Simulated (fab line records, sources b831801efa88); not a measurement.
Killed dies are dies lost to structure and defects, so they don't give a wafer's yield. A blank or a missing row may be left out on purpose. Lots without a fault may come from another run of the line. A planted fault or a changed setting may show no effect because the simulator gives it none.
Which tool did it? | flow gf180mcu | 6 lots, 18 wafers sampled, at 4 steps of a route of 602

WHAT THE GAUGES READ, wafer by wafer
GF_VT_IMPLANT_RS_MEAS_48: measures by four-point-probe.
lot  | measured     | on            | LVPWELL_RS (ohm/sq)
L475 | day 8 09:31  | film_metro-03 | 1196.2 1195.6 1196.9
L477 | day 8 22:12  | film_metro-01 | 1199.3 1199.0 1199.3
L480 | day 9 20:31  | film_metro-03 | 1195.1 1195.9 1197.2
L484 | day 10 21:04 | film_metro-03 | 1173.3 1172.5 1173.6
L490 | day 12 12:52 | film_metro-01 | 1196.9 1197.2 1196.2
L493 | day 13 10:17 | film_metro-04 | 1195.2 1193.1 1192.7

WHICH TOOL RAN EACH LOT (tool, then ch and the chambers of the sampled wafers, then the start)
lot  | GF_LVPWELL_IMPLANT_09          | GF_LVPWELL_STRIP_10                 | GF_MVSD_STRIP_10
L475 | implanter-04 ch 0, day 4 12:56 | plasma_asher-02 ch 0,1, day 4 13:05 | plasma_asher-02 ch 0,1, day 5 03:35
L477 | implanter-02 ch 0, day 5 00:34 | plasma_asher-04 ch 0, day 5 00:41   | plasma_asher-04 ch 0,1, day 5 15:14
L480 | implanter-02 ch 0, day 5 17:43 | plasma_asher-01 ch 0,1, day 5 17:49 | plasma_asher-04 ch 0,1, day 6 09:26
L484 | implanter-04 ch 0, day 6 15:04 | plasma_asher-02 ch 0,1, day 6 15:12 | plasma_asher-03 ch 0,1, day 7 07:29
L490 | implanter-03 ch 0, day 8 01:30 | plasma_asher-02 ch 0,1, day 8 01:39 | plasma_asher-04 ch 0,1, day 8 17:54
L493 | implanter-03 ch 0, day 8 19:05 | plasma_asher-04 ch 0,1, day 8 19:14 | plasma_asher-04 ch 0,1, day 9 12:31
- GF_LVPWELL_IMPLANT_09
- GF_LVPWELL_STRIP_10: strips in O2/N2.
- GF_MVSD_STRIP_10: strips in O2/N2.

THE ANSWER, worked out from the rows above alone
Rule: what is usual is taken from the lots themselves. Put in order of their means at a reading, lots are off if they are a third of the lots or fewer, leave a main group of 4 or more, and stand apart from it by a gap of 3 or more times the standard deviation of the main group's means; of several such gaps the widest counts. A main group whose means are all the same, to the digits that the tables above print for the reading, isn't used. A lot without any number at a reading at which 4 lots or more have one is off too. The other lots that the step has rows for count as sound.
Off: L484, at GF_VT_IMPLANT_RS_MEAS_48 (LVPWELL_RS). The main group: mean 1196.4 ohm/sq, standard deviation 1.8.
A tool fits if, at a process step before that reading, it ran every lot that is off, and no sound lot after the first of them. The gauges at GF_VT_IMPLANT_RS_MEAS_48 are tried like those tools. Can't be told from this: 3 tools fit, implanter-04 at GF_LVPWELL_IMPLANT_09, plasma_asher-03 at GF_MVSD_STRIP_10, film_metro-03 at GF_VT_IMPLANT_RS_MEAS_48.

WHAT THE SIMULATOR HAD PUT IN
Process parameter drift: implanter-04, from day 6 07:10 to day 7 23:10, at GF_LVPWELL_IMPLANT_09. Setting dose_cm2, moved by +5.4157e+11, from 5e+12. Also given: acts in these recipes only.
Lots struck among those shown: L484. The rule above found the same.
